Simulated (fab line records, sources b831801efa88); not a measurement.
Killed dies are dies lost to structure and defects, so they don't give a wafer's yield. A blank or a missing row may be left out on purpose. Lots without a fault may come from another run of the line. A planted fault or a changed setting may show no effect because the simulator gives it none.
Which tool did it? | flow gf180mcu | 15 lots, 45 wafers sampled, at 1 step of a route of 602

WHAT THE GAUGES READ, wafer by wafer
GF_M5_CD_MEAS_07: target cd 280 nm. Usual: cd_nm 279.8 nm, standard deviation 0.95.
lot  | measured     | on        | cd_nm (nm)        | flag
L154 | day 26 05:28 | cd_sem-01 | 276.9 278.5 279.1 |
L155 | day 26 13:59 | cd_sem-01 | 279.6 280.9 281.1 |
L156 | day 26 21:23 | cd_sem-01 | 278.3 278.7 278.7 |
L157 | day 27 06:49 | cd_sem-02 | 278.3 279.7 278.8 |
L158 | day 27 15:56 | cd_sem-02 | 279.5 279.7 279.9 |
L162 | day 28 21:34 | cd_sem-01 | 280.1 279.7 280.5 |
L163 | day 29 08:10 | cd_sem-01 | 279.8 280.3 280.5 |
L164 | day 29 08:39 | cd_sem-01 | 279.9 280.2 279.9 |
L165 | day 29 23:46 | cd_sem-01 | 280.1 280.4 280.3 |
L171 | day 31 11:13 | cd_sem-02 | 280.4 281.2 280.6 |
L172 | day 31 19:03 | cd_sem-01 | 280.5 279.8 281.3 |
L173 | day 31 22:45 | cd_sem-02 | 280.9 279.6 280.5 |
L174 | day 32 05:41 | cd_sem-02 | 281.7 280.2 281.3 |
L175 | day 32 09:46 | cd_sem-01 | 279.8 280.5 281.0 |
L176 | day 32 14:41 | cd_sem-02 | 279.3 280.4 280.4 |

WHICH TOOL RAN EACH LOT (tool, then ch and the chambers of the sampled wafers, then the start)
The record holds no process step before these readings.

WHAT THE TOOLS THEMSELVES READ (means of the sampled wafers that have a number; where no wafer has one, the mark that the record gives instead)
The record holds no such reading with a usual standard deviation.

THE ANSWER, worked out from the rows above alone
Rule: a lot is off if the mean of its wafers that have a number lies more than 3 standard deviations from the usual mean. A lot without any number at a reading at which 4 lots or more have one is off too. The other lots that the step has rows for count as sound. The gauges are gone through in route order, then the tools' own readings, and for those a lot's mean is taken as printed above. The first step at which some lot is off is used, and at that step the reading that is off furthest; a lot without a number counts as furthest.
No lot is off at any reading shown: from this, nothing can be told.

WHAT THE SIMULATOR HAD PUT IN
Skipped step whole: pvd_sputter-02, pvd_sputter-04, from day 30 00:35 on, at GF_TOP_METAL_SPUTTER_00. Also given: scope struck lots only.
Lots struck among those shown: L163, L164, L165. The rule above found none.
